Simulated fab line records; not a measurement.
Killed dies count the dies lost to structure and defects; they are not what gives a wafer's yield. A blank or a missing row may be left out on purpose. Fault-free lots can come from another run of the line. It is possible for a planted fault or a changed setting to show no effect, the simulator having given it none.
8D (eight disciplines) problem report, filled in by code / flow sky130 / the parts of the form that need people (team, actions taken, sign-off) are left out

== 1. PROBLEM STATEMENT ==
CONTACT_HDPCVD_THK at SKY_CONTACT_THK_MEAS_03 reads a mean of 806 nm on 1 wafer of 1 lot; wafers without a fault read 563 nm with a standard deviation of 6.2. Relative to the usual mean, that is a shift of +39 standard deviations.
Seen first at day 35 23:31 on film metro-01, wafer L722.3. At this step, 33 wafers from 11 lots have a number in the record. The rule behind "out" and "out of limits": a value lying over 4 standard deviations away from the usual mean. All remaining wafers that have a number are taken as sound.

== 2. WHAT THIS IS AND IS NOT ==
question=which readings at this step | is=CONTACT_HDPCVD_THK | is not=-
question=which lots | is=L722 | is not=L704, L705, L706, L707, L708, L709, L710, L711, L719, L725
question=which wafers of those lots | is=L722.3 | is not=L722.5, L722.6
question=read on which gauges | is=film metro-01 | is not=film metro-02, film metro-04
question=when | is=from day 35 23:31 | is not=up to then (29 sound wafers); but 3 sound wafers of L725 came after

== 3. SUSPECTS, AND WHAT RULES EACH OUT ==
Counting: any tool at a process step up to the reading remains a suspect provided it ran every lot that is out. Sound lots after the first of them don't rule it out here, since some wafers of a struck lot are sound.
- the gauge at SKY_CONTACT_THK_MEAS_03 has been ruled out. All the wafers that are out were read on film metro-01, but those of them that SKY_CONTACT_CMP_04 has rows for are out there too, on other tools.
- plasma asher-01 at SKY_RES_XHIGH_STRIP_08 (strips in O2/N2): kept. The lot that is out, L722, ran on it at day 32 12:14; the last sound lot it ran before that was L708, at day 27 17:42.
- rie metal-01 at SKY_LOCAL_INTERCONNECT_METAL_ETCH_14 (etches TiN in Cl2/BCl3, stops on PSG, target depth 110 nm, time 31.4 s): kept. The lot that is out, L722, ran on it at day 35 22:38; the last sound lot it ran before that was L706, at day 30 20:41.
- hdpcvd-01 at SKY_CONTACT_HDPCVD_02 (deposits SiO2, target thk 565 nm, time 94.2 s): kept. The lot that is out, L722, ran on it at day 35 23:25; the last sound lot it ran before that was L711, at day 32 17:44.
Left after counting: plasma asher-01 at SKY_RES_XHIGH_STRIP_08, rie metal-01 at SKY_LOCAL_INTERCONNECT_METAL_ETCH_14, hdpcvd-01 at SKY_CONTACT_HDPCVD_02.

== 4. THE CAUSE (what the simulator had put in) ==
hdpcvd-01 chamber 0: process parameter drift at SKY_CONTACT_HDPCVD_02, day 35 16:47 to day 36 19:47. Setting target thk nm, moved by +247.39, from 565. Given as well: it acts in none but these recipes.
3 suspects survive the count, and this tool is in that group.

== 5. THE CHAIN OF EFFECTS, in route order ==
One row per reading whose mean, taken over the struck wafers that have a number, lies over 3 standard deviations from the usual. Readings are gone through only where the record gives a usual standard deviation; hours: the median, over the lots, of the time from a lot's start at the first step in this table giving one to that lot's start at this step; sigmas: the change measured in usual standard deviations.
hours=0; step=SKY_CONTACT_THK_MEAS_03; reading=CONTACT_HDPCVD_THK; usual=563 nm; on struck wafers=806; change=+243; sigmas=+39
hours=4; step=SKY_CONTACT_CMP_04; reading=time to endpoint s; usual=79 s; on struck wafers=169; change=+90; sigmas=+21
Process steps it contains:
- SKY_CONTACT_CMP_04: polishes SiO2.

== 6. HOW IT WOULD HAVE BEEN CAUGHT EARLIER ==
Counted from the fault's start at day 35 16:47, it took 7 hours until the first out-of-limits reading at a measuring or inspecting step in this record, taken at day 35 23:31.
The start of SKY_CONTACT_HDPCVD_02 on hdpcvd-01 came by day 35 23:31 for every one of the lots that are out (1). Holding the tool at that point would not have protected any of them.
